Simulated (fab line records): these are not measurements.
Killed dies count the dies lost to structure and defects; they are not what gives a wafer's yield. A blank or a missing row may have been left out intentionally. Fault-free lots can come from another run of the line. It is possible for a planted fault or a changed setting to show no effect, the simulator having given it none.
Chamber matching + flow sky130 + 4 sister chambers for SKY_VIA2_ETCH_15 on rie_diel-04
The step etches SiO2 in C4F8/O2/Ar, stops on TiN, target depth 546 nm, time 84 s. 8 wafers are shown with their chamber, then 8 later ones without.

== WAFERS PAIRED WITH THEIR CHAMBERS ==
| wafer  | chamber | chamber_pressure_mTorr (mTorr) | oes_product_au (a.u.) |
|--------|---------|--------------------------------|-----------------------|
| L078.1 | 3       | 40.07                          | 0.941                 |
| L078.4 | 2       | 40.09                          | 0.944                 |
| L080.3 | 0       | 40.02                          | 0.943                 |
| L080.4 | 2       | 39.99                          | 0.935                 |
| L083.1 | 3       | 40.04                          | 0.934                 |
| L083.2 | 1       | 40.02                          | 0.940                 |
| L083.6 | 0       | 39.96                          | 0.931                 |
| L086.4 | 1       | 39.98                          | 0.951                 |

== WAFERS MISSING THEIR CHAMBER ==
| wafer  | chamber_pressure_mTorr (mTorr) | oes_product_au (a.u.) |
|--------|--------------------------------|-----------------------|
| L086.5 | 40.04                          | 0.932                 |
| L086.6 | 40.05                          | 0.939                 |
| L090.3 | 39.98                          | 0.933                 |
| L090.4 | 39.93                          | 0.944                 |
| L090.5 | 39.99                          | 0.943                 |
| L095.1 | 39.99                          | 0.941                 |
| L095.2 | 40.00                          | 0.935                 |
| L095.4 | 39.99                          | 0.943                 |

== THE CHAMBER EACH PASSED THROUGH ==
| wafer  | from the rows above               | in truth |
|--------|-----------------------------------|----------|
| L086.5 | can't be placed: 3 or 2 or 0 or 1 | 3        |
| L086.6 | can't be placed: 2 or 3 or 0 or 1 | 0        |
| L090.3 | can't be placed: 0 or 2 or 3 or 1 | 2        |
| L090.4 | can't be placed: 1 or 0 or 2 or 3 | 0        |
| L090.5 | can't be placed: 1 or 0 or 2 or 3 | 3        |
| L095.1 | can't be placed: 0 or 1 or 2 or 3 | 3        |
| L095.2 | can't be placed: 0 or 2 or 3 or 1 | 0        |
| L095.4 | can't be placed: 1 or 0 or 2 or 3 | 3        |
Placed correctly: 0 of 8. Cannot be placed on the basis of these rows: 8; the candidates contain the true chamber in 8. Number placed wrongly: 0.
How it was worked out, from the rows above alone: a wafer's distance from a chamber is the root of the sum, over the readings, of the square of ((its reading less the chamber's mean) divided by the reading's scatter). The wafer belongs to the nearest chamber; if the next one is less than 2 further off, it can't be placed. The mean given for a chamber averages the wafers shown for that chamber. The scatter is the square root of a quotient: the sum, over the shown wafers, of each reading's squared deviation from its chamber's mean, divided by wafers minus chambers.
